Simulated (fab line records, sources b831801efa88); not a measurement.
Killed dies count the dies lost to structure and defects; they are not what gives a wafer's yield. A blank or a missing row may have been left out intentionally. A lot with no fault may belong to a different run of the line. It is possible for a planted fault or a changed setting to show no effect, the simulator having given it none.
Tool commonality check + flow sky130 + Lots sampled 11, wafers sampled 33

WHY THIS WAS OPENED
At SKY_POLY_GATE_THK_MEAS_01 the reading POLY_GATE_CVD_00_THK is flagged on 3 of 11 lots. No-fault wafers: 178.6 nm, standard deviation 1.8.
Rule: a lot is flagged when every wafer of it that has a number lies more than 4 standard deviations from that mean, or none has a number. As for the other lots, they are considered sound.

| lot  | measured     | on           | POLY_GATE_CVD_00_THK (nm), wafer by wafer | flag    |
|------|--------------|--------------|-------------------------------------------|---------|
| L337 | day 13 16:40 | filmMetro-04 | 175.3 174.7 175.3                         |         |
| L339 | day 14 12:43 | filmMetro-01 | 178.1 178.1 178.8                         |         |
| L342 | day 15 19:05 | filmMetro-04 | 177.1 177.7 179.2                         |         |
| L344 | day 16 09:46 | filmMetro-04 | 175.5 176.4 176.8                         |         |
| L349 | day 17 23:55 | filmMetro-02 | 179.8 178.2 178.6                         |         |
| L351 | day 18 16:05 | filmMetro-01 | 177.0 178.9 178.1                         |         |
| L352 | day 19 16:01 | filmMetro-04 | 119.9 117.2 116.5                         | FLAGGED |
| L353 | day 20 03:26 | filmMetro-04 | 117.7 118.5 118.2                         | FLAGGED |
| L354 | day 20 05:14 | filmMetro-01 | 121.8 122.5 121.9                         | FLAGGED |
| L360 | day 22 20:01 | filmMetro-01 | 178.4 179.5 179.8                         |         |
| L359 | day 23 00:04 | filmMetro-02 | 181.3 181.2 183.7                         |         |
Average over the flagged lots: 119.4 nm; offset from the usual -59.2 nm, equal to -33 standard deviations.

WHICH TOOL RAN EACH LOT
The record keeps 1 process step preceding the reading, out of 708 steps on the route. Cell contents, in order: the tool; ch with the chambers the sampled wafers went through; the start.
| lot  | flag    | SKY_POLY_GATE_CVD_00        |
|------|---------|-----------------------------|
| L337 |         | lpcvd-01 ch 1, day 13 15:27 |
| L339 |         | lpcvd-01 ch 1, day 14 11:31 |
| L342 |         | lpcvd-01 ch 1, day 15 17:52 |
| L344 |         | lpcvd-01 ch 0, day 16 08:32 |
| L349 |         | lpcvd-01 ch 1, day 17 22:43 |
| L351 |         | lpcvd-01 ch 0, day 18 14:53 |
| L352 | FLAGGED | lpcvd-01 ch 1, day 19 14:49 |
| L353 | FLAGGED | lpcvd-01 ch 1, day 20 01:38 |
| L354 | FLAGGED | lpcvd-01 ch 1, day 20 03:26 |
| L360 |         | lpcvd-01 ch 0, day 22 18:13 |
| L359 |         | lpcvd-01 ch 0, day 22 22:16 |
These steps, and what they do:
- SKY_POLY_GATE_CVD_00: deposits poly-Si, target thk 180 nm, time 720 s.
- SKY_POLY_GATE_THK_MEAS_01

FLAGGED AGAINST TOTAL, ONE TOOL AT A TIME (gauges that did the reading follow at the end)
| step                      | tool         | lots run | flagged | share of the flagged lots | sound lots run after its first flagged lot |
|---------------------------|--------------|----------|---------|---------------------------|--------------------------------------------|
| SKY_POLY_GATE_CVD_00      | lpcvd-01     | 11       | 3       | all                       | 2 (L360,L359)                              |
| SKY_POLY_GATE_THK_MEAS_01 | filmMetro-01 | 4        | 1       | some                      | 1 (L360)                                   |
| SKY_POLY_GATE_THK_MEAS_01 | filmMetro-02 | 2        | 0       | none                      | -                                          |
| SKY_POLY_GATE_THK_MEAS_01 | filmMetro-04 | 5        | 2       | some                      | 0                                          |

THE TABLE: WHAT IT ALLOWS
1 row of the table ran every flagged lot: lpcvd-01 at SKY_POLY_GATE_CVD_00.
- lpcvd-01 at SKY_POLY_GATE_CVD_00: 3 of its 11 lots flagged. Sound lots followed the first flagged one (L360, L359) on it, something a lasting fault affecting the whole tool could not allow. Its own readings lie more than 4 standard deviations out on every wafer of the flagged lots: spikeTcBottomC, spikeTcCentreC, spikeTcLowerC, spikeTcTopC, spikeTcUpperC, susceptorTempC.
Not one row of the table ran every flagged lot while running no sound lot after the first.

WHAT THE SIMULATOR PUT IN
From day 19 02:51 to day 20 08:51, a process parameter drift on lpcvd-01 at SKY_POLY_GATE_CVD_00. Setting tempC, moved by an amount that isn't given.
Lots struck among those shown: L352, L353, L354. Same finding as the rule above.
